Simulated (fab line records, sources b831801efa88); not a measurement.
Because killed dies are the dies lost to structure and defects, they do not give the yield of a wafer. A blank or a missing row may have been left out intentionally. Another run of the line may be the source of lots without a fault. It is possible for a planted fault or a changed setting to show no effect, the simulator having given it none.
What tool caused it? | flow sky130 | 12 lots, 36 wafers sampled, at 1 step of a route of 708

WHAT THE GAUGES READ, wafer by wafer
SKY_FIELD_ISO_THK_MEAS_23.
lot  | measured    | on            | FIELD_ISO_OXIDATION_01_THK (nm)
L189 | day 2 08:58 | film-metro-01 | 10.08 10.18 10.24
L191 | day 2 18:31 | film-metro-01 | 9.94 9.82 9.81
L192 | day 3 00:56 | film-metro-03 | 9.67 9.82 9.60
L197 | day 4 05:49 | film-metro-04 | 9.48 9.47 9.67
L199 | day 4 10:50 | film-metro-04 | 9.71 9.82 10.02
L202 | day 5 04:47 | film-metro-01 | 10.01 10.02 10.05
L203 | day 5 07:04 | film-metro-01 | 10.04 9.90 10.06
L208 | day 6 10:40 | film-metro-03 | 9.86 9.78 9.81
L209 | day 6 14:17 | film-metro-03 | 10.08 9.89 10.04
L210 | day 6 22:57 | film-metro-01 | 10.06 10.21 9.98
L211 | day 7 01:28 | film-metro-03 | 10.36 10.36 10.13
L212 | day 7 07:50 | film-metro-04 | 10.16 10.16 9.94

TOOL THAT RAN EACH LOT (tool first, then ch and the chambers of the sampled wafers, then the start)
The record holds no process step before these readings.

WHAT THE TOOLS THEMSELVES READ (means of the sampled wafers that have a number; where no wafer has one, the mark that the record gives instead)
The record holds no such reading with a usual standard deviation.

THE ANSWER, worked out from the rows above alone
Rule: usual is defined by the lots themselves. The widest of any qualifying gaps counts: lots, ordered by their means at a reading, are off when they make up no more than a third of the lots, leave a main group of 4 or more, and stand apart from it by 3 or more times the standard deviation of that group's means. A main group is skipped when, at the precision printed for the reading in the tables above, its means are all equal. Also off: a lot with no number at a reading for which 4 or more lots have one. The other lots that the step has rows for count as sound. After the gauges, taken in route order, come the tools' own readings; for these a lot's mean is taken, as printed above. The first step at which some lot is off is used, and at that step the reading that is off furthest; a lot without a number counts as furthest.
Across all readings shown, no lot is off: no conclusion can be drawn from this.

WHAT THE SIMULATOR PUT IN
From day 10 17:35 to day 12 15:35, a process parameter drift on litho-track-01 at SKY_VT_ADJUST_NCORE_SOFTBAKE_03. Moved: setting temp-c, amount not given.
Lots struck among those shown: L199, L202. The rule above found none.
